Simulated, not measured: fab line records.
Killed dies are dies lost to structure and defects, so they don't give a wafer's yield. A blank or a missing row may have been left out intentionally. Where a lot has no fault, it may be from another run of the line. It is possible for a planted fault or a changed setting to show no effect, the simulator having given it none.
Problem report in the 8D (eight disciplines) form, filled by code :: flow sky130 :: the parts of the form that need people (team, actions taken, sign-off) are left out

1. PROBLEM STATEMENT
Wafers free of any fault read 1178 nm (standard deviation 12) for VIA2_HDPCVD_THK at SKY_VIA2_THK_MEAS_01, against a mean of 1467 nm on 2 wafers of 2 lots. That is +24 standard deviations from the usual mean.
First seen on wafer L970.1, day 37 17:35, on film metro-04. Wafers with a number at this step in the record: 33, from 11 lots. By rule, "out" or "out of limits" means more than 4 standard deviations away from the usual mean. The rest of the wafers with a number are treated as sound.

2. WHAT IT IS; WHAT IT IS NOT
question: which readings at this step
is: VIA2_HDPCVD_THK
is not: -

question: which lots
is: L970, L971
is not: L963, L964, L967, L968, L969, L983, L984, L985, L986

question: which wafers of those lots
is: L970.1, L971.2
is not: L970.2, L970.5, L971.1, L971.6

question: read on which gauges
is: film metro-02, film metro-04
is not: film metro-03

question: when
is: from day 37 17:35
is not: up to then (17 sound wafers); but 14 sound wafers of L971, L983, L984, L985, L986 came after

3. SUSPECTS, AND WHAT RULES EACH OUT
Counting: a tool at a process step up to the reading stays a suspect if it ran every lot that is out. Sound lots after the first of them don't rule it out here, since some wafers of a struck lot are sound.
- the gauge at SKY_VIA2_THK_MEAS_01 has been ruled out. 2 gauges (film metro-02, film metro-04) read the wafers that are out.
- rie metal-03 at SKY_METAL1_ETCH_18 (etches BARC in N2/H2, stops on SiO2, time 45.9 s, target depth 60 nm): kept. Every lot that is out went through it, the first being L970 (day 35 09:29); the last sound lot it ran before that was L967 (day 34 05:02).
- hdpcvd-01 at SKY_VIA2_HDPCVD_00 (deposits SiO2, target thk 1180 nm, time 196.7 s): kept. Every lot that is out went through it, the first being L970 (day 37 17:27); the last sound lot it ran before that was L969 (day 37 05:14). Out on those wafers are its own readings of run length s.
- hdpcvd-01, SKY_VIA2_HDPCVD_00: wafers that are out in chamber 0, sound lot-mates in chambers 1, 2.
The count leaves hdpcvd-01 at SKY_VIA2_HDPCVD_00 and rie metal-03 at SKY_METAL1_ETCH_18.

4. THE CAUSE (what the simulator had put in)
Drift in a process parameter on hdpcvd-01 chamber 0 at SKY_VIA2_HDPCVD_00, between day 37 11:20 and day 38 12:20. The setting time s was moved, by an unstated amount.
Of the 2 suspects that counting leaves, this tool is one.

5. THE EFFECT CHAIN, in route order
Each row: a reading whose mean over the struck wafers that have a number lies more than 3 standard deviations from the usual. Readings are gone through only where the record gives a usual standard deviation; hours: the median, over the lots, of the time from a lot's start at the first step in this table giving one to that lot's start at this step; sigmas: the change measured in usual standard deviations.
hours: 0
step: SKY_VIA2_HDPCVD_00
reading: run length s
usual: 224.5 s
on struck wafers: 272.1
change: +47.6
sigmas: +73

hours: 0
step: SKY_VIA2_THK_MEAS_01
reading: VIA2_HDPCVD_THK
usual: 1178 nm
on struck wafers: 1467
change: +289
sigmas: +24
The process steps in it:
- SKY_VIA2_HDPCVD_00: deposits SiO2, target thk 1180 nm, time 196.7 s.
At these later measuring or inspecting steps, every struck wafer for which the step has a row has a number for every such reading, and none has moved that far: SKY_VIA2_BOW_MEAS_03.

6. WHAT WOULD HAVE CAUGHT IT SOONER
The first out-of-limits reading at a measuring or inspecting step in this record came at day 37 17:35, 6 hours after the fault's start at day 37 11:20.
Tool's own readings at SKY_VIA2_HDPCVD_00, run length s: out on all struck wafers the step has rows for; an alarm limit on them would have tripped on the first.
L971, from the lots that are out (2), started SKY_VIA2_HDPCVD_00 on hdpcvd-01 later than day 37 17:35. It would have been spared by a hold on the tool at that moment.
